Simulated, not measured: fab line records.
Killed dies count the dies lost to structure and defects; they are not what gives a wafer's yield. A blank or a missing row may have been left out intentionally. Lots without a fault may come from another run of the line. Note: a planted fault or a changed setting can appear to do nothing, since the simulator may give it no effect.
A struck lot beside a sound one    flow sky130    16 steps out of a route of 708
Sound: wafers L577.2, L577.4, L577.5. Wafers struck: L567.1, L567.3, L567.4. The cause comes at the end.
At each step with rows: each side's tool, then ch and its chambers, then its first start. Under that, the readings that differ: sound wafers    struck wafers    difference of the means    sigmas: that difference in standard deviations of wafers without a fault.
alike: readings with means less than 2 such deviations apart, plus words and numbers identical on both sides. not compared: withheld readings, readings lacking a value on some wafer, bounds such as >300 that could conceal the same value, and numbers that have no deviation in the record and whose values overlap.
Wherever a step has rows on one side only, a row that says differs or no value, or a row with sigmas, the two part there. Numbers that have no deviation but don't overlap get no sigmas and don't part them. Lack of a reading on every wafer of one side parts them only where that side has two or more wafers.

SKY_POLY_GATE_THK_MEAS_04:
  sound on film-metro-03 at day 21 16:44; struck on film-metro-01 at day 18 07:25
  alike: POLY_GATE_CVD_03_THK
then, 8 steps without rows for these wafers: SKY_POLY_GATE_DEHYDRATE_05 (time 60 s); SKY_POLY_GATE_HMDS_06 (prime time 60 s); SKY_POLY_GATE_COAT_07 (resist thk 110 nm); SKY_POLY_GATE_COAT_08 (resist thk 441.2 nm); SKY_POLY_GATE_SOFTBAKE_09 (time 90 s); SKY_POLY_GATE_EXPOSE_10 (exposes mask P1M, target cd 150 nm); SKY_POLY_GATE_PEB_11; SKY_POLY_GATE_DEVELOP_12 (develop time 60 s).
SKY_POLY_GATE_CD_MEAS_13: the cd target is 150 nm.
  sound on cd-sem-02 at day 22 23:28; struck on cd-sem-02 at day 19 13:47
  alike: cd-nm
SKY_POLY_GATE_OVL_MEAS_14:
  sound on overlay-01 at day 22 23:34; struck on overlay-01 at day 19 13:55
  alike: POLY_GATE_OVL
SKY_POLY_GATE_ETCH_15: etches BARC in N2/H2, stops on SiO2, time 118.5 s, target depth 110 nm.
  sound on rie-diel-02 ch 2,3, day 22 23:36; struck on rie-diel-01 ch 0,1,3, day 19 13:57
  alike: bias-w, drypump-motor-current-A, oes-product-au, rf-fwd-power-W, throttle-valve-pct
  not compared: rf-hours-counter-h
SKY_POLY_GATE_ETCH_16: etches Si3N4 in CH3F/O2, stops on poly-Si, time 147.5 s, target depth 75 nm.
  sound on rie-diel-02 ch 2,3, day 22 23:41; struck on rie-diel-01 ch 0,1,3, day 19 14:02
reading                                           sound              struck             difference  sigmas
rf-fwd-power-W (W)                                400.4 399.5 399.4  335.6 334.3 332.4  -65.7       -47
model.KrF-thick_of_POLY_GATE_COAT_08.thk-nm (nm)  228.5 229 230.8    231 236.4 236.5    +5          
  alike: bias-w, drypump-motor-current-A, oes-product-au, throttle-valve-pct
  not compared: rf-hours-counter-h
SKY_POLY_GATE_ETCH_17: etches poly-Si in HBr/Cl2, stops on SiO2, target depth 180 nm, time 70.5 s.
  sound on rie-si-02 ch 1,2, day 22 23:47; struck on rie-si-01 ch 0,3, day 19 14:08
reading                                           sound                 struck               difference  sigmas
bias-w (W)                                        100.62 100.73 100.46  100.10 99.90 100.06  -0.58       -2
model.KrF-thick_of_POLY_GATE_COAT_08.thk-nm (nm)  134.4 137.1 138.2     138.4 143.1 143.3    +5.0        
  alike: drypump-motor-current-A, mfc-cl2-sccm, oes-product-au, rf-fwd-power-W, throttle-valve-pct
  not compared: rf-hours-counter-h
SKY_POLY_GATE_STRIP_18: strips in O2/N2.
  sound on plasma-asher-03 ch 0,1, day 22 23:50; struck on plasma-asher-02 ch 0,1, day 19 14:11
reading                       sound           struck          difference  sigmas
strip-time-to-endpoint-s (s)  3.09 3.12 3.15  3.16 3.20 3.22  +0.07       +2
  alike: drypump-motor-current-A, oes-product-au
  not compared: rf-hours-counter-h
-- the record jumps here: 29 days lie between the struck wafers' starts before and after (it left off in module POLY_GATE and takes up again in module PAD_OPEN, whose first step shown is number 708 of the route) --
SKY_PAD_OPEN_PROBE_99:
  sound on prober-01 at day 50 00:37; struck on prober-02 at day 48 10:00
  alike: killed_at_M0_to_M3, killed_at_M4_up, killed-at-contacts, killed-at-front-end, killed-at-other, killed-dies, killed-on-rim, killed-open, killed-short

## WHERE THEY PART
Last at SKY_POLY_GATE_STRIP_18 as far as this record goes, first at SKY_POLY_GATE_ETCH_16. Later steps at which nothing parts them and some readings are alike: SKY_PAD_OPEN_PROBE_99.

WHY: the cause the simulator had injected
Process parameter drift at SKY_POLY_GATE_ETCH_16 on rie-diel-01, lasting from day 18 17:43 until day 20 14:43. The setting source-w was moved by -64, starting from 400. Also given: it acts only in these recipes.
